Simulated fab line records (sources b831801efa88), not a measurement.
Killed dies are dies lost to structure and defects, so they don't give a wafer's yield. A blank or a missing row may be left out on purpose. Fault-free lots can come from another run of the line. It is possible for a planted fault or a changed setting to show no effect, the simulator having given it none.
Which of the tools did it? :: flow sky130 :: Sampling: 15 lots, 45 wafers, 4 of 708 route steps

## WHAT THE GAUGES READ, wafer by wafer
The record lacks any reading of a measuring or inspecting step that a usual standard deviation could be used to judge.

## WHICH TOOL RAN EACH LOT (tool, then ch and the chambers of the sampled wafers, then the start)
lot: L489
SKY_METAL2_METAL_ETCH_19: rie_metal-01 ch 0,1, day 35 17:59
SKY_METAL2_STRIP_20: plasma_asher-01 ch 0,1, day 35 18:05
SKY_VIA2_ETCH_15: rie_diel-04 ch 2,3, day 36 21:23
SKY_VIA3_PEB_10: litho_track-01 ch 0, day 40 02:00

lot: L490
SKY_METAL2_METAL_ETCH_19: rie_metal-03 ch 0,1, day 36 01:10
SKY_METAL2_STRIP_20: plasma_asher-02 ch 0,1, day 36 01:16
SKY_VIA2_ETCH_15: rie_diel-02 ch 0,2, day 37 04:32
SKY_VIA3_PEB_10: litho_track-02 ch 0, day 40 08:00

lot: L491
SKY_METAL2_METAL_ETCH_19: rie_metal-02 ch 0,1, day 36 02:43
SKY_METAL2_STRIP_20: plasma_asher-01 ch 0,1, day 36 02:49
SKY_VIA2_ETCH_15: rie_diel-02 ch 1,2, day 37 06:12
SKY_VIA3_PEB_10: litho_track-02 ch 0, day 40 09:00

lot: L492
SKY_METAL2_METAL_ETCH_19: rie_metal-03 ch 0,1, day 36 07:49
SKY_METAL2_STRIP_20: plasma_asher-03 ch 0,1, day 36 07:55
SKY_VIA2_ETCH_15: rie_diel-03 ch 1,2,3, day 37 10:08
SKY_VIA3_PEB_10: litho_track-01 ch 0, day 40 14:00

lot: L495
SKY_METAL2_METAL_ETCH_19: rie_metal-02 ch 0,1, day 37 16:22
SKY_METAL2_STRIP_20: plasma_asher-02 ch 0,1, day 37 16:28
SKY_VIA2_ETCH_15: rie_diel-03 ch 0,1,3, day 38 18:45
SKY_VIA3_PEB_10: litho_track-02, day 41 21:00

lot: L496
SKY_METAL2_METAL_ETCH_19: rie_metal-01 ch 0,1, day 38 02:10
SKY_METAL2_STRIP_20: plasma_asher-03 ch 0,1, day 38 02:16
SKY_VIA2_ETCH_15: rie_diel-03 ch 1,2, day 39 04:59
SKY_VIA3_PEB_10: litho_track-04, day 42 08:00

lot: L498
SKY_METAL2_METAL_ETCH_19: rie_metal-03 ch 0,1, day 38 14:14
SKY_METAL2_STRIP_20: plasma_asher-03 ch 0,1, day 38 14:19
SKY_VIA2_ETCH_15: rie_diel-02 ch 0,1, day 39 15:12
SKY_VIA3_PEB_10: litho_track-02, day 42 16:00

lot: L497
SKY_METAL2_METAL_ETCH_19: rie_metal-02 ch 0,1, day 38 20:20
SKY_METAL2_STRIP_20: plasma_asher-01 ch 0,1, day 38 20:26
SKY_VIA2_ETCH_15: rie_diel-03 ch 0,1,3, day 39 22:12
SKY_VIA3_PEB_10: litho_track-01 ch 0, day 42 21:00

lot: L501
SKY_METAL2_METAL_ETCH_19: rie_metal-02 ch 0,1, day 39 14:16
SKY_METAL2_STRIP_20: plasma_asher-03 ch 0,1, day 39 14:22
SKY_VIA2_ETCH_15: rie_diel-02 ch 2,3, day 40 15:18
SKY_VIA3_PEB_10: litho_track-01 ch 0, day 43 15:00

lot: L502
SKY_METAL2_METAL_ETCH_19: rie_metal-03 ch 0,1, day 39 20:19
SKY_METAL2_STRIP_20: plasma_asher-01 ch 0,1, day 39 20:25
SKY_VIA2_ETCH_15: rie_diel-03 ch 1,2,3, day 40 21:03
SKY_VIA3_PEB_10: litho_track-04 ch 0, day 43 18:00

lot: L503
SKY_METAL2_METAL_ETCH_19: rie_metal-02 ch 0, day 39 21:53
SKY_METAL2_STRIP_20: plasma_asher-02 ch 0,1, day 39 21:58
SKY_VIA2_ETCH_15: rie_diel-04 ch 1,2, day 40 22:41
SKY_VIA3_PEB_10: litho_track-04 ch 0, day 43 21:00

lot: L506
SKY_METAL2_METAL_ETCH_19: rie_metal-03 ch 0,1, day 40 15:14
SKY_METAL2_STRIP_20: plasma_asher-02 ch 0,1, day 40 15:19
SKY_VIA2_ETCH_15: rie_diel-03 ch 0,1,2, day 41 16:05
SKY_VIA3_PEB_10: litho_track-04 ch 0, day 44 16:00

lot: L508
SKY_METAL2_METAL_ETCH_19: rie_metal-03 ch 0,1, day 41 02:59
SKY_METAL2_STRIP_20: plasma_asher-02 ch 0,1, day 41 03:05
SKY_VIA2_ETCH_15: rie_diel-03 ch 0,1,3, day 42 04:27
SKY_VIA3_PEB_10: litho_track-01 ch 0, day 45 02:00

lot: L509
SKY_METAL2_METAL_ETCH_19: rie_metal-01 ch 0, day 41 09:38
SKY_METAL2_STRIP_20: plasma_asher-02 ch 0,1, day 41 09:44
SKY_VIA2_ETCH_15: rie_diel-04 ch 1,2,3, day 42 10:45
SKY_VIA3_PEB_10: litho_track-04 ch 0, day 45 10:00

lot: L511
SKY_METAL2_METAL_ETCH_19: rie_metal-03 ch 0,1, day 42 02:02
SKY_METAL2_STRIP_20: plasma_asher-02 ch 0,1, day 42 02:08
SKY_VIA2_ETCH_15: rie_diel-02 ch 0,1,3, day 43 00:40
SKY_VIA3_PEB_10: litho_track-04 ch 0, day 45 23:00
- SKY_METAL2_METAL_ETCH_19: etches the open film in Cl2/BCl3, stops on SiO2, target depth 360 nm, time 78 s.
- SKY_METAL2_STRIP_20: strips in O2/N2.
- SKY_VIA2_ETCH_15: etches SiO2 in C4F8/O2/Ar, stops on TiN, target depth 546 nm, time 84 s.
- SKY_VIA3_PEB_10

## AS READ BY THE TOOLS THEMSELVES (means over the sampled wafers that have a number; for cases with no such wafer, the mark the record gives instead)
SKY_METAL2_METAL_ETCH_19. Usual: drypump_motor_current_A 6.0 A, standard deviation 0.33; mfc_cl2_sccm 59.99 sccm, standard deviation 0.19; oes_product_au 0.855 a.u., standard deviation 0.0061; throttle_valve_pct 22.264 %, standard deviation 0.009.
lot: L489
tool: rie_metal-01
drypump_motor_current_A (A): 5.9
mfc_cl2_sccm (sccm): 59.90
oes_product_au (a.u.): 0.856
throttle_valve_pct (%): 22.263
flag: 

lot: L490
tool: rie_metal-03
drypump_motor_current_A (A): 6.3
mfc_cl2_sccm (sccm): 59.82
oes_product_au (a.u.): 0.859
throttle_valve_pct (%): 22.260
flag: 

lot: L491
tool: rie_metal-02
drypump_motor_current_A (A): 5.8
mfc_cl2_sccm (sccm): 60.18
oes_product_au (a.u.): 0.860
throttle_valve_pct (%): 22.266
flag: 

lot: L492
tool: rie_metal-03
drypump_motor_current_A (A): 6.4
mfc_cl2_sccm (sccm): 59.96
oes_product_au (a.u.): 0.855
throttle_valve_pct (%): 22.266
flag: 

lot: L495
tool: rie_metal-02
drypump_motor_current_A (A): 6.0
mfc_cl2_sccm (sccm): 59.89
oes_product_au (a.u.): 0.854
throttle_valve_pct (%): 22.264
flag: 

lot: L496
tool: rie_metal-01
drypump_motor_current_A (A): 5.9
mfc_cl2_sccm (sccm): 60.03
oes_product_au (a.u.): 0.854
throttle_valve_pct (%): 22.266
flag: 

lot: L498
tool: rie_metal-03
drypump_motor_current_A (A): 6.3
mfc_cl2_sccm (sccm): 59.98
oes_product_au (a.u.): 0.849
throttle_valve_pct (%): 22.265
flag: 

lot: L497
tool: rie_metal-02
drypump_motor_current_A (A): 6.0
mfc_cl2_sccm (sccm): 59.95
oes_product_au (a.u.): 0.857
throttle_valve_pct (%): 22.265
flag: 

lot: L501
tool: rie_metal-02
drypump_motor_current_A (A): 6.1
mfc_cl2_sccm (sccm): 60.26
oes_product_au (a.u.): 0.847
throttle_valve_pct (%): 22.270
flag: 

lot: L502
tool: rie_metal-03
drypump_motor_current_A (A): 6.3
mfc_cl2_sccm (sccm): 60.13
oes_product_au (a.u.): 0.865
throttle_valve_pct (%): 22.271
flag: 

lot: L503
tool: rie_metal-02
drypump_motor_current_A (A): 6.2
mfc_cl2_sccm (sccm): 60.21
oes_product_au (a.u.): 0.858
throttle_valve_pct (%): 22.265
flag: 

lot: L506
tool: rie_metal-03
drypump_motor_current_A (A): 6.3
mfc_cl2_sccm (sccm): 60.11
oes_product_au (a.u.): 0.858
throttle_valve_pct (%): 22.264
flag: 

lot: L508
tool: rie_metal-03
drypump_motor_current_A (A): 6.4
mfc_cl2_sccm (sccm): 60.19
oes_product_au (a.u.): 0.856
throttle_valve_pct (%): 22.264
flag: 

lot: L509
tool: rie_metal-01
drypump_motor_current_A (A): 5.7
mfc_cl2_sccm (sccm): 59.81
oes_product_au (a.u.): 0.849
throttle_valve_pct (%): 22.261
flag: 

lot: L511
tool: rie_metal-03
drypump_motor_current_A (A): 6.4
mfc_cl2_sccm (sccm): 60.02
oes_product_au (a.u.): 0.857
throttle_valve_pct (%): 22.263
flag: 

SKY_METAL2_STRIP_20. Usual: drypump_motor_current_A 5.6 A, standard deviation 0.47; oes_product_au 0.342 a.u., standard deviation 0.0048; strip_time_to_endpoint_s 2.68 s, standard deviation 0.06.
lot: L489
tool: plasma_asher-01
drypump_motor_current_A (A): 5.5
oes_product_au (a.u.): 0.340
strip_time_to_endpoint_s (s): 2.65
flag: 

lot: L490
tool: plasma_asher-02
drypump_motor_current_A (A): 5.9
oes_product_au (a.u.): 0.347
strip_time_to_endpoint_s (s): 2.67
flag: 

lot: L491
tool: plasma_asher-01
drypump_motor_current_A (A): 5.1
oes_product_au (a.u.): 0.342
strip_time_to_endpoint_s (s): 2.71
flag: 

lot: L492
tool: plasma_asher-03
drypump_motor_current_A (A): 5.3
oes_product_au (a.u.): 0.344
strip_time_to_endpoint_s (s): 2.63
flag: 

lot: L495
tool: plasma_asher-02
drypump_motor_current_A (A): 6.0
oes_product_au (a.u.): 0.341
strip_time_to_endpoint_s (s): 2.67
flag: 

lot: L496
tool: plasma_asher-03
drypump_motor_current_A (A): 5.2
oes_product_au (a.u.): 0.346
strip_time_to_endpoint_s (s): 2.68
flag: 

lot: L498
tool: plasma_asher-03
drypump_motor_current_A (A): 5.2
oes_product_au (a.u.): 0.342
strip_time_to_endpoint_s (s): 2.74
flag: 

lot: L497
tool: plasma_asher-01
drypump_motor_current_A (A): 5.4
oes_product_au (a.u.): 0.340
strip_time_to_endpoint_s (s): 2.72
flag: 

lot: L501
tool: plasma_asher-03
drypump_motor_current_A (A): 5.2
oes_product_au (a.u.): 0.345
strip_time_to_endpoint_s (s): 2.71
flag: 

lot: L502
tool: plasma_asher-01
drypump_motor_current_A (A): 5.5
oes_product_au (a.u.): 0.338
strip_time_to_endpoint_s (s): 2.70
flag: 

lot: L503
tool: plasma_asher-02
drypump_motor_current_A (A): 5.9
oes_product_au (a.u.): 0.343
strip_time_to_endpoint_s (s): 2.75
flag: 

lot: L506
tool: plasma_asher-02
drypump_motor_current_A (A): 5.9
oes_product_au (a.u.): 0.346
strip_time_to_endpoint_s (s): 2.70
flag: 

lot: L508
tool: plasma_asher-02
drypump_motor_current_A (A): 5.9
oes_product_au (a.u.): 0.338
strip_time_to_endpoint_s (s): 2.68
flag: 

lot: L509
tool: plasma_asher-02
drypump_motor_current_A (A): 5.9
oes_product_au (a.u.): 0.344
strip_time_to_endpoint_s (s): 2.69
flag: 

lot: L511
tool: plasma_asher-02
drypump_motor_current_A (A): 5.9
oes_product_au (a.u.): 0.338
strip_time_to_endpoint_s (s): 2.64
flag: 

SKY_VIA2_ETCH_15. Usual: oes_product_au at 0.939 a.u., with a standard deviation of 0.0047.
lot: L489
tool: rie_diel-04
oes_product_au (a.u.): 0.941
flag: 

lot: L490
tool: rie_diel-02
oes_product_au (a.u.): 0.933
flag: 

lot: L491
tool: rie_diel-02
oes_product_au (a.u.): 0.932
flag: 

lot: L492
tool: rie_diel-03
oes_product_au (a.u.): 0.936
flag: 

lot: L495
tool: rie_diel-03
oes_product_au (a.u.): 0.939
flag: 

lot: L496
tool: rie_diel-03
oes_product_au (a.u.): 0.941
flag: 

lot: L498
tool: rie_diel-02
oes_product_au (a.u.): 0.939
flag: 

lot: L497
tool: rie_diel-03
oes_product_au (a.u.): 0.937
flag: 

lot: L501
tool: rie_diel-02
oes_product_au (a.u.): 0.941
flag: 

lot: L502
tool: rie_diel-03
oes_product_au (a.u.): 0.941
flag: 

lot: L503
tool: rie_diel-04
oes_product_au (a.u.): 0.940
flag: 

lot: L506
tool: rie_diel-03
oes_product_au (a.u.): 0.937
flag: 

lot: L508
tool: rie_diel-03
oes_product_au (a.u.): 0.939
flag: 

lot: L509
tool: rie_diel-04
oes_product_au (a.u.): 0.941
flag: 

lot: L511
tool: rie_diel-02
oes_product_au (a.u.): 0.938
flag: 

SKY_VIA3_PEB_10. Usual: exhaust_pa at 45.0 Pa, with a standard deviation of 0.86.
lot: L489
tool: litho_track-01
exhaust_pa (Pa): 45.3
flag: 

lot: L490
tool: litho_track-02
exhaust_pa (Pa): 45.1
flag: 

lot: L491
tool: litho_track-02
exhaust_pa (Pa): 45.0
flag: 

lot: L492
tool: litho_track-01
exhaust_pa (Pa): 44.1
flag: 

lot: L495
tool: litho_track-02
exhaust_pa (Pa): -
flag: OFF

lot: L496
tool: litho_track-04
exhaust_pa (Pa): -
flag: OFF

lot: L498
tool: litho_track-02
exhaust_pa (Pa): -
flag: OFF

lot: L497
tool: litho_track-01
exhaust_pa (Pa): 45.6
flag: 

lot: L501
tool: litho_track-01
exhaust_pa (Pa): 46.0
flag: 

lot: L502
tool: litho_track-04
exhaust_pa (Pa): 44.1
flag: 

lot: L503
tool: litho_track-04
exhaust_pa (Pa): 44.8
flag: 

lot: L506
tool: litho_track-04
exhaust_pa (Pa): 44.7
flag: 

lot: L508
tool: litho_track-01
exhaust_pa (Pa): 45.3
flag: 

lot: L509
tool: litho_track-04
exhaust_pa (Pa): 44.5
flag: 

lot: L511
tool: litho_track-04
exhaust_pa (Pa): 45.4
flag: 

## THE ANSWER, worked out from the rows above alone
Rule: take the mean of a lot's wafers that have a number; if it is more than 3 standard deviations from the usual mean, the lot is off. Also off: a lot with no number at a reading for which 4 or more lots have one. Any other lot the step has rows for is counted as sound. Order of review: gauges by route order, followed by the tools' own readings, for which a lot's mean as printed above is used. At the first step where some lot is off, the reading lying furthest off is the one used; lots without a number count as furthest.
Off, at SKY_VIA3_PEB_10 on exhaust_pa: L495, L496, L498. Without a number there: L495, L496, L498.
If a tool, at that step or one of the process steps before it, ran each lot that is off and ran no sound lot following the first of them, it fits. Of those tried, none fits.

## WHAT THE SIMULATOR PUT IN
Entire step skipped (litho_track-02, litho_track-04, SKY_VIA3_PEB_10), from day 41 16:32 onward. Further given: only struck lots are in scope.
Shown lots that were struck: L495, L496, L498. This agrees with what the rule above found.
